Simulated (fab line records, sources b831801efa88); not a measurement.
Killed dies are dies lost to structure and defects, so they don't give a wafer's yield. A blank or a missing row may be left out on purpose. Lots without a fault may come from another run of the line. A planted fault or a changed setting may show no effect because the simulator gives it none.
Which tool did it? | flow sky130 | 11 lots, 33 wafers sampled, at 4 steps of a route of 708

WHAT THE GAUGES READ, wafer by wafer
SKY_CAP2M_THK_MEAS_04: measures by xrf. Usual: CAP2M_TIN_THK 197.9 nm, standard deviation 2.2.
lot  | measured     | on            | CAP2M_TIN_THK (nm) | flag
L460 | day 40 01:26 | film_metro-04 | 197.8 197.5 195.9  |
L463 | day 41 00:44 | film_metro-04 | 198.3 197.5 198.7  |
L464 | day 41 09:21 | film_metro-04 | 198.4 196.7 197.5  |
L465 | day 41 15:43 | film_metro-04 | 200.0 201.7 200.5  |
L467 | day 42 04:38 | film_metro-02 | 198.2 198.7 195.1  |
L472 | day 43 19:34 | film_metro-03 | 200.1 200.4 201.7  |
L474 | day 44 09:04 | film_metro-03 | 195.4 195.4 194.2  |
L475 | day 44 14:34 | film_metro-02 | 198.8 201.1 199.4  |
L477 | day 44 22:26 | film_metro-04 | 200.2 199.0 201.4  |
L480 | day 45 12:03 | film_metro-04 | 198.3 197.3 199.3  |
L481 | day 45 18:33 | film_metro-04 | 200.5 197.8 199.9  |

WHICH TOOL RAN EACH LOT (tool, then ch and the chambers of the sampled wafers, then the start)
lot  | SKY_METAL3_STRIP_19                  | SKY_VIA3_CMP_24               | SKY_METAL4_SPUTTER_01
L460 | plasma_asher-01 ch 0,1, day 38 21:17 | cmp-01 ch 0,2,3, day 40 00:45 | pvd_sputter-02, day 40 00:58
L463 | plasma_asher-04 ch 0,1, day 39 21:25 | cmp-02 ch 1,3, day 40 23:59   | pvd_sputter-04, day 41 00:16
L464 | plasma_asher-04 ch 0,1, day 40 06:06 | cmp-01 ch 0,1,3, day 41 08:35 | pvd_sputter-04, day 41 08:55
L465 | plasma_asher-03 ch 0,1, day 40 12:56 | cmp-02 ch 0,1,2, day 41 14:59 | pvd_sputter-04, day 41 15:16
L467 | plasma_asher-01 ch 0,1, day 41 01:44 | cmp-02 ch 0,1,2, day 42 03:52 | pvd_sputter-02, day 42 04:11
L472 | plasma_asher-01 ch 0,1, day 42 16:43 | cmp-01 ch 1,3, day 43 18:50   | pvd_sputter-04, day 43 19:07
L474 | plasma_asher-01 ch 1, day 43 07:32   | cmp-02 ch 0,2,3, day 44 08:23 | pvd_sputter-02, day 44 08:37
L475 | plasma_asher-04 ch 0, day 43 12:55   | cmp-02 ch 0,1,3, day 44 13:53 | pvd_sputter-02, day 44 14:07
L477 | plasma_asher-03 ch 0,1, day 43 21:14 | cmp-02 ch 1,2,3, day 44 21:39 | pvd_sputter-04, day 44 21:58
L480 | plasma_asher-03 ch 0,1, day 44 11:13 | cmp-02 ch 1,2, day 45 11:14   | pvd_sputter-04, day 45 11:31
L481 | plasma_asher-04 ch 0, day 44 18:05   | cmp-02 ch 1,2, day 45 17:46   | pvd_sputter-04, day 45 18:06
- SKY_METAL3_STRIP_19: strips in O2/N2.
- SKY_VIA3_CMP_24: polishes, stops on SiO2, t overpolish 20 s, target thk 0 nm.
- SKY_METAL4_SPUTTER_01: material TiN, target thk 20 nm, time 16.7 s.

WHAT THE TOOLS THEMSELVES READ (means of the sampled wafers that have a number; where no wafer has one, the mark that the record gives instead)
SKY_METAL3_STRIP_19. Usual: drypump_motor_current_A 5.5 A, standard deviation 0.39; oes_product_au 0.502 a.u., standard deviation 0.007; strip_time_to_endpoint_s 6.55 s, standard deviation 0.14.
lot  | tool            | drypump_motor_current_A (A) | oes_product_au (a.u.) | strip_time_to_endpoint_s (s) | flag
L460 | plasma_asher-01 | 5.7                         | 0.508                 | 6.66                         |
L463 | plasma_asher-04 | 5.7                         | 0.505                 | 6.61                         |
L464 | plasma_asher-04 | 5.7                         | 0.501                 | 6.64                         |
L465 | plasma_asher-03 | 5.3                         | 0.506                 | 6.57                         |
L467 | plasma_asher-01 | 5.7                         | 0.505                 | 6.62                         |
L472 | plasma_asher-01 | 5.6                         | 0.507                 | 6.61                         |
L474 | plasma_asher-01 | 5.6                         | 0.504                 | 6.58                         |
L475 | plasma_asher-04 | 6.0                         | 0.496                 | 6.39                         |
L477 | plasma_asher-03 | 5.4                         | 0.490                 | 6.34                         |
L480 | plasma_asher-03 | 5.6                         | 0.508                 | 6.66                         |
L481 | plasma_asher-04 | 6.0                         | 0.503                 | 6.64                         |

SKY_VIA3_CMP_24. Usual: motor_current_A 11.1 A, standard deviation 0.73; overpolish_run_s 20.000 s, standard deviation 0.0094; retaining_ring_pressure_frac 1.000, standard deviation 0.0051; time_to_endpoint_s 96 s, standard deviation 3.6.
lot  | tool   | motor_current_A (A) | overpolish_run_s (s) | retaining_ring_pressure_frac | time_to_endpoint_s (s) | flag
L460 | cmp-01 | 10.6                | 20.000               | 0.998                        | 92                     |
L463 | cmp-02 | 11.5                | 19.996               | 1.002                        | 98                     |
L464 | cmp-01 | 11.1                | 19.988               | 0.997                        | 96                     |
L465 | cmp-02 | 11.1                | 20.007               | 1.001                        | 97                     |
L467 | cmp-02 | 11.4                | 20.005               | 1.005                        | 95                     |
L472 | cmp-01 | 11.6                | 20.004               | 0.998                        | 94                     |
L474 | cmp-02 | 11.3                | 20.003               | 0.996                        | 98                     |
L475 | cmp-02 | 11.7                | 20.002               | 0.999                        | 98                     |
L477 | cmp-02 | 11.4                | 20.011               | 0.999                        | 96                     |
L480 | cmp-02 | 10.9                | 19.996               | 0.995                        | 98                     |
L481 | cmp-02 | 10.8                | 19.994               | 1.007                        | 96                     |

SKY_METAL4_SPUTTER_01. Usual: cathode_dc_power_W 6500.2 W, standard deviation 1.2; chamber_pressure_pa 0.3998 Pa, standard deviation 0.00087; throttle_valve_pct 29.5 %, standard deviation 0.95.
lot  | tool           | cathode_dc_power_W (W) | chamber_pressure_pa (Pa) | throttle_valve_pct (%) | flag
L460 | pvd_sputter-02 | 6501.0                 | 0.4004                   | 29.6                   |
L463 | pvd_sputter-04 | -                      | -                        | -                      | OFF
L464 | pvd_sputter-04 | -                      | -                        | -                      | OFF
L465 | pvd_sputter-04 | -                      | -                        | -                      | OFF
L467 | pvd_sputter-02 | 6499.6                 | 0.3997                   | 28.9                   |
L472 | pvd_sputter-04 | 6500.1                 | 0.4000                   | 30.1                   |
L474 | pvd_sputter-02 | 6500.5                 | 0.3993                   | 28.8                   |
L475 | pvd_sputter-02 | 6500.2                 | 0.4001                   | 28.9                   |
L477 | pvd_sputter-04 | 6500.9                 | 0.4000                   | 29.6                   |
L480 | pvd_sputter-04 | 6499.0                 | 0.4002                   | 29.4                   |
L481 | pvd_sputter-04 | 6500.6                 | 0.3997                   | 29.3                   |

THE ANSWER, worked out from the rows above alone
Rule: a lot is off if the mean of its wafers that have a number lies more than 3 standard deviations from the usual mean. A lot without any number at a reading at which 4 lots or more have one is off too. The other lots that the step has rows for count as sound. The gauges are gone through in route order, then the tools' own readings, and for those a lot's mean is taken as printed above. The first step at which some lot is off is used, and at that step the reading that is off furthest; a lot without a number counts as furthest.
Off: L463, L464, L465, at SKY_METAL4_SPUTTER_01 (cathode_dc_power_W). Without a number there: L463, L464, L465.
A tool fits if, at that step or a process step before it, it ran every lot that is off, and no sound lot after the first of them. None of those tried fits.

WHAT THE SIMULATOR HAD PUT IN
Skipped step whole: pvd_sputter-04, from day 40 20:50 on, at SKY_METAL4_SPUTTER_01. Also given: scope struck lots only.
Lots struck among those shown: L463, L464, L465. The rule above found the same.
